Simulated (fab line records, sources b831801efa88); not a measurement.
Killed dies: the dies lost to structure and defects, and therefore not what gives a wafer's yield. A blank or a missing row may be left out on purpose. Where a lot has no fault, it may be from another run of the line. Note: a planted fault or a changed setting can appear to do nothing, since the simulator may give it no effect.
The same fault as seen by 2 desks + flow sky130 + every desk sees just its own numbers, and what lay behind them comes last

== AT THE TOOL OWNER'S DESK: implanter-04 ==
SKY_VT_ADJUST_NCORE_IMPLANT_09, tool's own readings: per-lot mean of the sampled wafers with a number, covering each lot this tool ran. If a lot's mean is further than 4 standard deviations from the usual mean, the lot is out of limits and carries the mark OUT (the distance appears in the brackets).
Columns: A = beam-on-s at SKY_VT_ADJUST_NCORE_IMPLANT_09, usual 9.98 s; B = faraday-current-uA at SKY_VT_ADJUST_NCORE_IMPLANT_09, usual 13.57
| lot  | first seen here | A                | B                |
|------|-----------------|------------------|------------------|
| L428 | day 9 08:21     | 10.00            | 13.52            |
| L429 | day 9 11:43     | 10.01            | 13.55            |
| L440 | day 12 21:49    | 12.06 (+10) OUT  | 11.20 (-8.8) OUT |
| L445 | day 14 12:21    | 11.83 (+9.2) OUT | 11.48 (-7.7) OUT |
This desk finds L440, L445 out of limits, L440 being first, at day 12 21:49 (beam-on-s at SKY_VT_ADJUST_NCORE_IMPLANT_09). L428, L429: within limits.

== METROLOGY DESK ==
Lot by lot, what the gauges showed, no matter which tool ran the lot: averages of those sampled wafers that carry a number. If a lot's mean is further than 4 standard deviations from the usual mean, the lot is out of limits and carries the mark OUT (the distance appears in the brackets).
Columns: A = cd-nm at SKY_VT_ADJUST_HVTP_CD_MEAS_07, usual 380.2 nm; B = cd-nm at SKY_VT_ADJUST_NCORE_CD_MEAS_07, usual 380.8 nm; C = VT_ADJUST_NCORE_TW at SKY_VT_ADJUST_NCORE_TW_MEAS_11, usual 219.6
| lot  | first seen here | A     | B     | C                |
|------|-----------------|-------|-------|------------------|
| L425 | day 6 05:41     | 380.1 | 380.6 | 218.7            |
| L426 | day 6 08:13     | 382.2 | 382.4 | 217.5            |
| L427 | day 6 11:07     | 381.0 | 384.4 | 218.0            |
| L428 | day 6 18:29     | 379.3 | 380.8 | 221.3            |
| L429 | day 6 21:55     | 379.1 | 380.5 | 219.9            |
| L432 | day 7 22:11     | 377.5 | 384.1 | 219.9            |
| L433 | day 8 02:37     | 379.5 | 380.5 | 218.9            |
| L434 | day 8 11:22     | 383.4 | 378.8 | 218.3            |
| L437 | day 9 07:54     | 380.4 | 379.0 | 218.8            |
| L440 | day 9 23:05     | 382.7 | 380.7 | 229.9 (+7.4) OUT |
| L445 | day 11 09:24    | 383.2 | 380.5 | 231.4 (+8.4) OUT |
| L448 | day 12 04:07    | 377.9 | 381.3 | 220.6            |
This desk reports L440, L445 out of limits; the earliest was L440 at day 12 22:01 (VT_ADJUST_NCORE_TW at SKY_VT_ADJUST_NCORE_TW_MEAS_11). L425, L426, L427, L428, L429, L432, L433, L434, L437, L448: within limits.

== ALL TOGETHER ==
On L440, L445, at day 12 21:49, an alarm was possible from the tool owner's desk.
An alarm was possible from the metrology desk at day 12 22:01, on L440, L445.
SKY_VT_ADJUST_NCORE_IMPLANT_09 was run on implanter-04 by each of the lots named.

== WHAT HAD BEEN PUT IN BY THE SIMULATOR ==
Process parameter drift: implanter-04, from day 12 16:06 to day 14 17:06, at SKY_VT_ADJUST_NCORE_IMPLANT_09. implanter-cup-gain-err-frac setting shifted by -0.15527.
Lots struck among those shown: L440, L445.
Fault start to first reading out of limits, in hours, per desk: tool owner, 6; metrology, 6.
